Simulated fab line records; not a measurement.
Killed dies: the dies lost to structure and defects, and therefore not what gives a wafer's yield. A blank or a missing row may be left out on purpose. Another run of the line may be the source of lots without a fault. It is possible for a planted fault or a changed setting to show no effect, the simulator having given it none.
One fault seen from 2 desks / flow sky130 / numbers are kept per desk, each desk with only its own; the story behind them comes last

## FROM THE METROLOGY DESK
Lot by lot, what the gauges showed, no matter which tool ran the lot: averages of those sampled wafers that carry a number. The brackets show how far a lot's mean lies from the usual mean; more than 4 standard deviations puts the lot out of limits, marked OUT.
Columns: A = METAL1_ALCU_RS at SKY_METAL1_RS_MEAS_05, usual 0.1264 ohm/sq; B = METAL1_ALCU_THK at SKY_METAL1_THK_MEAS_06, usual 248.6 nm; C = cd_nm at SKY_VIA1_CD_MEAS_12, usual 150.0 nm; D = METAL5_ALCU_THK at SKY_METAL5_THK_MEAS_06, usual 1138 nm
lot=L255; first seen here=day 31 06:35; A=0.1272; B=247.1; C=152.2; D=1140
lot=L258; first seen here=day 32 09:25; A=0.1248; B=250.2; C=147.2; D=1369 (+18) OUT
lot=L259; first seen here=day 32 19:50; A=0.1264; B=248.9; C=152.3; D=1342 (+16) OUT
lot=L266; first seen here=day 34 21:18; A=0.1274; B=246.8; C=151.1; D=1153
lot=L267; first seen here=day 34 23:29; A=0.1265; B=248.4; C=148.8; D=1143
lot=L268; first seen here=day 35 07:14; A=0.1274; B=246.9; C=151.9; D=1132
lot=L269; first seen here=day 35 18:08; A=0.1272; B=247.2; C=146.8; D=1136
lot=L270; first seen here=day 36 06:34; A=0.1264; B=250.0; C=147.4; D=1148
lot=L272; first seen here=day 36 18:08; A=0.1253; B=251.9; C=151.1; D=1122
lot=L274; first seen here=day 37 14:45; A=0.1273; B=247.6; C=150.6; D=1128
This desk's finding: out of limits on L258, L259; first on L258, day 43 16:29 (METAL5_ALCU_THK at SKY_METAL5_THK_MEAS_06). In limits: L255, L266, L267, L268, L269, L270, L272, L274.

## THE TOOL OWNER'S DESK: pvd_sputter-02
At SKY_METAL5_SPUTTER_04 (material TiN, target thk 70 nm, time 58.3 s) the tool's own readings: per lot run on this tool, the mean of the sampled wafers that have a number. The brackets show how far a lot's mean lies from the usual mean; more than 4 standard deviations puts the lot out of limits, marked OUT.
Columns: A = cathode_dc_power_W at SKY_METAL5_SPUTTER_04, usual 6500.0 W; B = chamber_pressure_pa at SKY_METAL5_SPUTTER_04, usual 0.4001 Pa; C = throttle_valve_pct at SKY_METAL5_SPUTTER_04, usual 29.4 %
lot=L268; first seen here=day 46 02:49; A=6499.8; B=0.4010; C=30.4
lot=L269; first seen here=day 46 11:05; A=6500.0; B=0.4001; C=29.9
lot=L270; first seen here=day 46 21:23; A=6500.4; B=0.3998; C=28.5
lot=L272; first seen here=day 47 04:50; A=6500.9; B=0.3995; C=28.5
lot=L274; first seen here=day 47 21:14; A=6499.0; B=0.3993; C=30.0
Result from this desk: across the 5 lots, nothing is out of limits.

## PUT TOGETHER
Metrology desk: alarm possible at day 43 16:29 on L258, L259.
The tool owner's desk saw nothing out of limits.
The tool owner's desk has no number on record for L258, L259.
Every lot named ran SKY_METAL5_SPUTTER_04 on pvd_sputter-02.

## WHAT WAS PUT IN BY THE SIMULATOR
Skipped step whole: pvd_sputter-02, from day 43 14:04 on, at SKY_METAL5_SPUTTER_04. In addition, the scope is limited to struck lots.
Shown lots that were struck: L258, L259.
Time in hours between the start of the fault and the first out-of-limits reading at each desk: metrology desk, 2.
